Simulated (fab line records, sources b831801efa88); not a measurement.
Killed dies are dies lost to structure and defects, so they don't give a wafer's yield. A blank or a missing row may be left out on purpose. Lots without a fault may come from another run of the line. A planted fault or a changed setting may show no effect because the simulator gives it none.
fab line records | flow sky130
record lots=14 wafers=42 last_day=50
route steps=708 shown FIELD_ISO@30 VIA1@461 METAL2@485 PAD_OPEN@708
lots that met no fault: from a run of the same line without faults
start_h: hours from the record's first day to the start of the lot's first wafer shown | wait_h: hours since the lot's step before | " the same as in the row above | L1.1+2: a row that stands for several wafers | - no value, or no start given | * or withheld: withheld | < > ~ a bound
route shown NAME@n: a module of which the file shows steps, and the number in the route of the first | usual: mean/standard deviation of fault-free wafers | same: alike in all rows | chamber/n: place in a boat | sites: the reading at each site | _std_site: their standard deviation | _edge_site: outer sites' mean less inner sites' | radius_mm: how far each site lies from the wafer's centre | mask NAME#n: copy n | behind: the tool/chamber that last shaped the wafer | hold: why the lot was held/for how many hours/how that ended | device: the transistor (n, p or np) that didn't switch | end of line: the same wafers' tests at the end of the route | a step without rows: its recipe alone | killed: dies lost to structure and defects at the first sort, not the wafer's yield | map: a wafer's dies, x killed, . not, _ none there
set.NAME: the setting as run; set.NAME@STEP: as run at that earlier step | model.NAME: the simulator's own value behind a step, which no gauge read
steps of the route over a sample of lots; a table a step, a row a wafer
services: from which hour (start_h, from the record's first day; less than 0 if before it) a tool's chamber was out of use, for how many hours, and why
## steps
# step SKY_FIELD_ISO_WET_ETCH_29
# recipe chemistry=H3PO4 target_depth_nm=160 target=Si3N4 temp_c=160 time_s=1825
# usual bath_guard_temp_C=159.8/0.52 bath_heat_duty_pct=27/3.3
# columns lot.wafer tool chamber start_h wait_h bath_guard_temp_C bath_heat_duty_pct
L887.1 wet_bench-01 0 41.10 0.0 159.3 24
L887.3 " 0 " " 159.4 22
L887.4 " 0 " " 159.5 23
L889.1 wet_bench-01 1 49.82 0.0 159.8 31
L889.2 " 1 " " 160.1 32
L889.6 " 1 " " 159.9 33
L890.3 wet_bench-03 3 55.15 0.0 159.0 29
L890.4 " 3 " " 159.1 28
L890.5 " 3 " " 159.1 28
L891.1 wet_bench-03 2 61.02 0.0 159.7 31
L891.2 " 2 " " 159.3 32
L891.4 " 2 " " 159.2 34
L893.1 wet_bench-03 1 70.94 0.0 - -
L893.4 " 1 " " - -
L893.6 " 1 " " - -
L894.2 wet_bench-01 3 75.48 0.0 - -
L894.3 " 3 " " - -
L894.5 " 3 " " - -
L895.1 wet_bench-02 2 79.82 0.0 - -
L895.3 " 2 " " - -
L895.5 " 2 " " - -
L900.1 wet_bench-01 1 107.21 0.0 159.6 33
L900.3 " 1 " " 159.6 33
L900.6 " 1 " " 159.7 33
L902.1 wet_bench-03 0 117.93 0.0 160.5 27
L902.2 " 0 " " 160.6 23
L902.5 " 0 " " 160.8 27
L903.1 wet_bench-01 3 124.81 0.0 160.1 22
L903.3 " 3 " " 160.4 24
L903.5 " 3 " " 160.4 23
L904.1 wet_bench-03 1 128.45 0.0 159.2 24
L904.2 " 1 " " 159.6 26
L904.5 " 1 " " 159.5 26
L906.3 wet_bench-01 1 140.89 0.0 160.0 32
L906.4 " 1 " " 159.6 34
L906.5 " 1 " " 160.0 33
L907.2 wet_bench-02 1 147.80 0.0 160.8 25
L907.3 " 1 " " 160.8 27
L907.6 " 1 " " 160.3 26
L908.1 wet_bench-01 2 153.04 0.0 160.1 26
L908.3 " 2 " " 160.3 26
L908.6 " 2 " " 159.9 28
# step SKY_VIA1_BOW_MEAS_03
# recipe mode=bow
# usual VIA1_BOW=79/7
# columns lot.wafer tool chamber start_h wait_h VIA1_BOW[um]
L887.1 film_metro-01 - 777.02 0.1 75
L887.3 " - " " 76
L887.4 " - " " 74
L891.1 film_metro-03 - 806.86 0.2 77
L891.2 " - " " 87
L891.4 " - " " 89
L889.1 film_metro-01 - 808.89 0.1 75
L889.2 " - " " 86
L889.6 " - " " 86
L890.3 film_metro-01 - 809.36 0.1 78
L890.4 " - " " 88
L890.5 " - " " 86
L900.1 film_metro-04 - 870.47 0.2 86
L900.3 " - " " 81
L900.6 " - " " 84
L902.1 film_metro-01 - 889.34 0.1 78
L902.2 " - " " 81
L902.5 " - " " 87
L904.1 film_metro-03 - 897.79 0.1 75
L904.2 " - " " 81
L904.5 " - " " 84
L903.1 film_metro-04 - 899.32 0.2 81
L903.3 " - " " 85
L903.5 " - " " 83
L906.3 film_metro-04 - 920.36 0.1 78
L906.4 " - " " 87
L906.5 " - " " 77
L907.2 film_metro-04 - 930.00 0.3 64
L907.3 " - " " 67
L907.6 " - " " 70
L908.1 film_metro-01 - 934.17 0.2 83
L908.3 " - " " 73
L908.6 " - " " 84
# step SKY_METAL2_SPUTTER_02
# recipe material=AlCu target_thk_nm=250 power_w=10600 time_s=13.3 chamber_pressure_pa=0.4
# usual throttle_valve_pct=30.4/0.84
# columns lot.wafer tool chamber start_h wait_h throttle_valve_pct
L887.1 pvd_sputter-02 - 805.18 0.0 29.9
L887.3 " - " " 32.0
L887.4 " - " " 31.3
L891.1 pvd_sputter-03 - 835.05 0.0 30.0
L891.2 " - " " 29.8
L891.4 " - " " 30.3
L889.1 pvd_sputter-03 - 836.69 0.0 30.1
L889.2 " - " " 30.3
L889.6 " - " " 30.6
L890.3 pvd_sputter-02 - 837.75 0.0 31.2
L890.4 " - " " 30.1
L890.5 " - " " 31.3
L900.1 pvd_sputter-01 - 898.58 0.0 28.6
L900.3 " - " " 29.5
L900.6 " - " " 31.1
L902.1 pvd_sputter-02 - 916.84 0.0 30.0
L902.2 " - " " 31.5
L902.5 " - " " 31.2
L904.1 pvd_sputter-03 - 925.01 0.0 30.5
L904.2 " - " " 29.9
L904.5 " - " " 30.7
L903.1 pvd_sputter-01 - 925.92 0.0 31.7
L903.3 " - " " 29.3
L903.5 " - " " 31.6
L906.3 pvd_sputter-03 - 946.78 0.0 29.8
L906.4 " - " " 29.9
L906.5 " - " " 30.3
L907.2 pvd_sputter-01 - 955.93 0.0 31.2
L907.3 " - " " 28.8
L907.6 " - " " 31.1
L908.1 pvd_sputter-03 - 960.22 0.0 30.5
L908.3 " - " " 29.8
L908.6 " - " " 30.5
# step SKY_METAL2_CD_MEAS_15
# recipe target_cd_nm=140
# usual cd_nm=139.8/1.5
# columns lot.wafer tool chamber start_h wait_h cd_nm
L887.1 cd_sem-02 - 831.87 - 140.8
L887.3 " - " " 141.5
L887.4 " - " " 141.9
L891.1 cd_sem-02 - 861.31 - 140.5
L891.2 " - " " 141.8
L891.4 " - " " 142.5
L889.1 cd_sem-01 - 862.92 - 141.5
L889.2 " - " " 139.1
L889.6 " - " " 140.5
L890.3 cd_sem-02 - 863.26 - 139.0
L890.4 " - " " 139.0
L890.5 " - " " 139.1
L900.1 cd_sem-02 - 923.77 - 139.4
L900.3 " - " " 139.0
L900.6 " - " " 139.5
L902.1 cd_sem-01 - 941.63 - 136.9
L902.2 " - " " 137.7
L902.5 " - " " 137.7
L904.1 cd_sem-02 - 950.46 - 136.2
L904.2 " - " " 138.2
L904.5 " - " " 138.2
L903.1 cd_sem-02 - 951.32 - 138.8
L903.3 " - " " 137.7
L903.5 " - " " 139.2
L906.3 cd_sem-02 - 971.31 - 142.2
L906.4 " - " " 140.7
L906.5 " - " " 140.0
L907.2 cd_sem-01 - 979.74 - 138.0
L907.3 " - " " 138.3
L907.6 " - " " 139.7
L908.1 cd_sem-01 - 984.22 - 140.5
L908.3 " - " " 139.9
L908.6 " - " " 140.7
# step SKY_PAD_OPEN_PROBE_99
# usual killed_at_M0_to_M3=43/7.1 killed_at_M4_up=3.1/1.7 killed_at_contacts=23/5.1 killed_at_front_end=14/4.4 killed_at_other=0.3/0.47 killed_dies=84/9.9 killed_on_rim=16/3.8 killed_open=45/6.6 killed_short=38/6.8
# same gross_dies=492 killed_at_back_side=0
# columns lot.wafer tool chamber start_h wait_h killed_at_M0_to_M3 killed_at_M4_up killed_at_contacts killed_at_front_end killed_at_other killed_dies killed_on_rim killed_open killed_short
L889.1 prober-02 - 1109.77 0.1 43 3 26 16 0 88 20 45 43
L889.2 prober-02 - 1109.82 0.1 54 2 18 15 0 89 15 44 45
L889.6 prober-02 - 1110.02 0.2 44 2 21 16 2 85 19 44 41
L893.1 prober-01 - 1122.28 0.1 42 2 11 437 0 492 96 43 26
L893.4 prober-01 - 1122.43 0.2 34 1 23 434 0 492 96 41 28
L893.6 prober-01 - 1122.53 0.2 38 3 23 428 0 492 96 38 40
L894.2 prober-01 - 1126.59 0.1 43 0 18 431 0 492 96 34 41
L894.3 prober-01 - 1126.64 0.2 55 1 24 412 0 492 96 48 44
L894.5 prober-01 - 1126.74 0.2 36 1 17 437 1 492 96 35 36
L895.1 prober-02 - 1131.52 0.1 43 3 23 422 1 492 96 39 50
L895.3 prober-02 - 1131.62 0.2 32 4 29 427 0 492 96 49 29
L895.5 prober-02 - 1131.72 0.2 27 1 26 437 1 492 96 31 31
L900.1 prober-01 - 1158.85 0.1 45 1 16 14 0 76 12 46 30
L900.3 prober-01 - 1158.95 0.2 43 3 22 12 1 81 17 43 38
L900.6 prober-01 - 1159.10 0.2 58 1 23 19 1 102 22 60 42
L902.1 prober-01 - 1167.91 0.1 48 3 21 20 0 92 20 43 49
L902.2 prober-01 - 1167.96 0.1 52 1 33 12 0 98 14 52 46
L902.5 prober-01 - 1168.11 0.2 52 8 20 13 1 94 24 50 44
L904.1 prober-02 - 1175.85 0.1 39 3 22 18 0 82 18 43 39
L904.2 prober-02 - 1175.90 0.1 42 2 21 14 1 80 19 47 33
L904.5 prober-02 - 1176.05 0.2 40 1 24 15 0 80 24 55 25
L903.1 prober-01 - 1178.18 0.1 52 3 28 13 0 96 15 57 39
L903.3 prober-01 - 1178.28 0.2 47 3 20 9 0 79 11 48 31
L903.5 prober-01 - 1178.38 0.2 37 5 23 11 0 76 15 37 39
L906.3 prober-01 - 1187.15 0.2 41 4 16 10 1 72 13 38 34
L906.4 prober-01 - 1187.20 0.2 45 3 16 11 0 75 15 43 32
L906.5 prober-01 - 1187.25 0.2 37 3 25 14 0 79 15 47 32
L907.2 prober-02 - 1197.32 0.1 46 6 26 22 0 100 16 63 37
L907.3 prober-02 - 1197.37 0.2 47 2 21 17 0 87 19 52 35
L907.6 prober-02 - 1197.52 0.2 47 2 33 15 1 98 17 57 41
# killed by level:class
L889.1 CONTACT:geometric_particle:open=11 VIA1:geometric_particle:open=9 CONTACT:geometric_particle:short=7 METAL1:geometric_particle:short=7 METAL3:geometric_particle:short=7 METAL2:geometric_particle:short=5 FIELD_ISO:geometric_particle:short=4 VIA2:geometric_particle:open=4
L889.2 VIA1:geometric_particle:open=11 METAL1:geometric_particle:short=8 CONTACT:geometric_particle:open=8 VIA1:geometric_particle:short=6 METAL2:geometric_particle:short=6 VIA2:geometric_particle:open=6 VIA3:geometric_particle:open=6 VIA2:geometric_particle:short=4
L889.6 VIA1:geometric_particle:open=15 CONTACT:geometric_particle:open=13 VIA1:geometric_particle:short=10 METAL1:geometric_particle:short=6 FIELD_ISO:geometric_particle:short=4 METAL2:geometric_particle:short=4 POLY_CUT:geometric_particle:short=3 LI_CONTACT:geometric_particle:open=3
L893.1 FIELD_ISO:area_etch=423 VIA1:geometric_particle:open=9 METAL1:geometric_particle:short=8 VIA3:geometric_particle:open=8 LI_CONTACT:geometric_particle:open=5 FIELD_ISO:geometric_particle:open=4 CONTACT:geometric_particle:open=4 VIA2:geometric_particle:open=4
L893.4 FIELD_ISO:area_etch=423 VIA1:geometric_particle:open=12 LI_CONTACT:geometric_particle:open=7 VIA1:geometric_particle:short=6 CONTACT:geometric_particle:open=5 VIA2:geometric_particle:open=5 LOCAL_INTERCONNECT:geometric_particle:short=4 VIA3:geometric_particle:open=4
L893.6 FIELD_ISO:area_etch=414 VIA1:geometric_particle:open=10 CONTACT:geometric_particle:open=8 FIELD_ISO:geometric_particle:short=5 CONTACT:geometric_particle:short=5 VIA3:geometric_particle:open=5 METAL1:geometric_particle:short=5 METAL3:geometric_particle:short=5
L894.2 FIELD_ISO:area_etch=417 VIA1:geometric_particle:open=13 VIA1:geometric_particle:short=7 CONTACT:geometric_particle:short=5 LI_CONTACT:geometric_particle:open=5 METAL1:geometric_particle:short=5 VIA3:geometric_particle:open=5 FIELD_ISO:geometric_particle:short=4
L894.3 FIELD_ISO:area_etch=400 VIA1:geometric_particle:open=16 CONTACT:geometric_particle:open=11 METAL2:geometric_particle:short=8 LI_CONTACT:geometric_particle:open=7 VIA2:geometric_particle:open=6 METAL1:geometric_particle:short=6 VIA2:geometric_particle:short=5
L894.5 FIELD_ISO:area_etch=421 VIA1:geometric_particle:open=8 VIA2:geometric_particle:short=6 FIELD_ISO:geometric_particle:short=5 CONTACT:geometric_particle:open=5 FIELD_ISO:geometric_particle:open=4 LI_CONTACT:geometric_particle:open=4 CONTACT:geometric_particle:short=4
L895.1 FIELD_ISO:area_etch=403 VIA1:geometric_particle:open=12 FIELD_ISO:geometric_particle:short=8 CONTACT:geometric_particle:short=7 FIELD_ISO:geometric_particle:open=6 METAL1:geometric_particle:short=6 CONTACT:geometric_particle:open=5 VIA2:geometric_particle:open=5
L895.3 FIELD_ISO:area_etch=414 LI_CONTACT:geometric_particle:open=11 CONTACT:geometric_particle:open=10 VIA1:geometric_particle:open=10 METAL1:geometric_particle:short=5 FIELD_ISO:geometric_particle:open=4 VIA3:geometric_particle:open=4 POLY_GATE:geometric_particle:short=4
L895.5 FIELD_ISO:area_etch=430 CONTACT:geometric_particle:open=7 LI_CONTACT:geometric_particle:open=6 METAL2:geometric_particle:short=6 VIA2:geometric_particle:open=6 LI_CONTACT:geometric_particle:short=5 CONTACT:geometric_particle:short=4 METAL2:geometric_particle:open=3
L900.1 VIA1:geometric_particle:open=13 VIA2:geometric_particle:open=7 VIA3:geometric_particle:open=7 LI_CONTACT:geometric_particle:open=6 METAL1:geometric_particle:short=6 POLY_GATE:geometric_particle:open=5 METAL2:geometric_particle:short=5 CONTACT:geometric_particle:short=4
L900.3 VIA1:geometric_particle:open=15 CONTACT:geometric_particle:open=8 VIA1:geometric_particle:short=7 POLY_GATE:geometric_particle:short=6 METAL1:geometric_particle:short=5 VIA2:geometric_particle:open=5 POLY_GATE:geometric_particle:open=4 LI_CONTACT:geometric_particle:open=4
L900.6 VIA1:geometric_particle:open=14 CONTACT:geometric_particle:open=10 LI_CONTACT:geometric_particle:open=7 VIA2:geometric_particle:open=7 METAL2:geometric_particle:short=6 VIA3:geometric_particle:open=6 FIELD_ISO:geometric_particle:short=5 VIA2:geometric_particle:short=5
L902.1 METAL1:geometric_particle:short=10 VIA1:geometric_particle:open=10 FIELD_ISO:geometric_particle:short=8 VIA2:geometric_particle:open=7 VIA1:geometric_particle:short=6 CONTACT:geometric_particle:short=5 CONTACT:geometric_particle:open=5 LOCAL_INTERCONNECT:geometric_particle:short=4
L902.2 CONTACT:geometric_particle:open=13 VIA1:geometric_particle:open=9 METAL1:geometric_particle:short=9 METAL2:geometric_particle:short=8 LI_CONTACT:geometric_particle:open=7 VIA3:geometric_particle:open=7 POLY_GATE:geometric_particle:open=6 LOCAL_INTERCONNECT:geometric_particle:short=5
L902.5 CONTACT:geometric_particle:open=11 VIA3:geometric_particle:open=11 METAL2:geometric_particle:short=7 METAL1:geometric_particle:short=6 VIA3:geometric_particle:short=6 VIA1:geometric_particle:open=5 FIELD_ISO:geometric_particle:open=4 POLY_GATE:geometric_particle:short=4
L904.1 VIA1:geometric_particle:open=11 CONTACT:geometric_particle:open=7 LOCAL_INTERCONNECT:geometric_particle:short=6 FIELD_ISO:geometric_particle:short=5 POLY_GATE:geometric_particle:short=4 LI_CONTACT:geometric_particle:open=4 CONTACT:geometric_particle:short=4 VIA1:geometric_particle:short=4
L904.2 VIA1:geometric_particle:open=9 VIA3:geometric_particle:open=8 LI_CONTACT:geometric_particle:open=7 POLY_GATE:geometric_particle:open=5 CONTACT:geometric_particle:open=5 METAL2:geometric_particle:short=4 SPACER:geometric_particle:short=4 METAL1:geometric_particle:short=4
L904.5 VIA1:geometric_particle:open=14 CONTACT:geometric_particle:open=11 VIA2:geometric_particle:open=10 FIELD_ISO:geometric_particle:open=5 LI_CONTACT:geometric_particle:open=5 LOCAL_INTERCONNECT:geometric_particle:short=4 FIELD_ISO:geometric_particle:short=3 VIA3:geometric_particle:short=3
L903.1 VIA1:geometric_particle:open=15 CONTACT:geometric_particle:short=10 CONTACT:geometric_particle:open=9 VIA2:geometric_particle:open=6 VIA3:geometric_particle:open=6 METAL3:geometric_particle:short=5 POLY_GATE:geometric_particle:open=4 LI_CONTACT:geometric_particle:open=4
L903.3 VIA3:geometric_particle:open=12 VIA1:geometric_particle:open=8 CONTACT:geometric_particle:open=7 VIA3:geometric_particle:short=7 LI_CONTACT:geometric_particle:open=6 VIA1:geometric_particle:short=5 METAL2:geometric_particle:short=4 VIA2:geometric_particle:short=4
L903.5 LI_CONTACT:geometric_particle:open=7 VIA3:geometric_particle:open=7 VIA2:geometric_particle:open=7 METAL1:geometric_particle:short=6 CONTACT:geometric_particle:short=6 CONTACT:geometric_particle:open=6 METAL4:geometric_particle:short=5 VIA3:geometric_particle:short=4
L906.3 VIA1:geometric_particle:open=9 METAL2:geometric_particle:short=9 VIA3:geometric_particle:open=6 VIA2:geometric_particle:open=5 CONTACT:geometric_particle:open=4 LI_CONTACT:geometric_particle:open=3 LOCAL_INTERCONNECT:geometric_particle:short=3 CONTACT:geometric_particle:short=3
L906.4 VIA1:geometric_particle:short=9 VIA2:geometric_particle:open=7 VIA1:geometric_particle:open=7 VIA3:geometric_particle:open=6 LI_CONTACT:geometric_particle:open=5 CONTACT:geometric_particle:open=5 FIELD_ISO:geometric_particle:open=4 VIA2:geometric_particle:short=3
L906.5 VIA1:geometric_particle:open=9 VIA2:geometric_particle:open=8 POLY_GATE:geometric_particle:open=7 CONTACT:geometric_particle:short=6 CONTACT:geometric_particle:open=6 VIA3:geometric_particle:open=6 LI_CONTACT:geometric_particle:open=5 LI_CONTACT:geometric_particle:short=5
L907.2 VIA1:geometric_particle:open=15 LI_CONTACT:geometric_particle:open=13 VIA2:geometric_particle:open=8 FIELD_ISO:geometric_particle:open=7 POLY_GATE:geometric_particle:open=7 CONTACT:geometric_particle:short=5 CONTACT:geometric_particle:open=5 VIA1:geometric_particle:short=5
L907.3 VIA1:geometric_particle:open=9 VIA3:geometric_particle:open=8 CONTACT:geometric_particle:open=8 METAL2:geometric_particle:short=7 VIA2:geometric_particle:open=7 LI_CONTACT:geometric_particle:open=6 POLY_GATE:geometric_particle:open=5 FIELD_ISO:geometric_particle:open=4
L907.6 CONTACT:geometric_particle:open=13 LI_CONTACT:geometric_particle:open=9 VIA1:geometric_particle:open=8 POLY_GATE:geometric_particle:open=6 CONTACT:geometric_particle:short=6 METAL1:geometric_particle:short=6 VIA1:geometric_particle:short=5 VIA2:geometric_particle:open=5
## services
# columns tool chamber start_h hours kind
wet_bench-03 - 24.99 6.8 repair
pvd_sputter-01 - 31.98 0.7 repair
pvd_sputter-02 - 41.86 3.0 repair
pvd_sputter-01 - 111.44 1.8 repair
pvd_sputter-02 - 138.15 1.0 repair
wet_bench-03 - 150.59 4.4 pm
pvd_sputter-01 - 187.60 0.5 repair
pvd_sputter-02 - 218.12 1.8 repair
pvd_sputter-01 - 230.23 2.9 repair
pvd_sputter-01 - 264.37 5.9 repair
pvd_sputter-03 - 307.66 3.3 repair
pvd_sputter-02 - 367.10 3.4 repair
pvd_sputter-03 - 407.21 0.8 repair
pvd_sputter-02 - 426.96 8.9 repair
pvd_sputter-02 - 427.37 2.6 repair
pvd_sputter-03 - 482.28 14.7 repair
wet_bench-03 - 552.75 1.0 repair
pvd_sputter-03 - 608.74 1.7 repair
pvd_sputter-03 - 656.71 2.8 repair
wet_bench-03 - 661.54 4.3 repair
wet_bench-01 - 774.28 2.8 repair
pvd_sputter-03 - 798.98 1.0 repair
pvd_sputter-03 - 877.44 1.2 repair
wet_bench-03 - 880.91 1.9 pm
## key
first_sign step=SKY_FIELD_ISO_WET_ETCH_29 reading=tool_record direction=missing
effect step=SKY_PAD_OPEN_PROBE_99 reading=killed_at_front_end direction=up sigmas=95 usual=14 struck=429
more_kills_born_at SKY_FIELD_ISO_WET_ETCH_29@wet_bench-03=1260 SKY_FIELD_ISO_WET_ETCH_29@wet_bench-02=1247 SKY_FIELD_ISO_WET_ETCH_29@wet_bench-01=1238
met_at SKY_FIELD_ISO_WET_ETCH_29
struck_lots L893,L894,L895
later_rows_left_out L893.1,L893.4,L893.6,L894.2,L894.3,L894.5,L895.1,L895.3,L895.5
tester_left_out L893,L894,L895
not_acting_at SKY_VIA1_BOW_MEAS_03,SKY_METAL2_SPUTTER_02,SKY_METAL2_CD_MEAS_15
onset_between 61.02 70.94
fault kind=skipped_step_whole tool=wet_bench-01,wet_bench-02,wet_bench-03 chamber=- onset_h=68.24 steps=SKY_FIELD_ISO_WET_ETCH_29 scope=struck_lots_only
# tester_left_out: of these lots the tester's yield and bins aren't shown, on N5 and GAA mostly nor the transistor test; their killed dies are dies lost to structure and defects alone, not to doping, threshold or leakage, so they don't give the yield
# later_rows_left_out: the simulator's readings of these wafers behind a module that went badly wrong aren't trusted and aren't shown, but for the sort
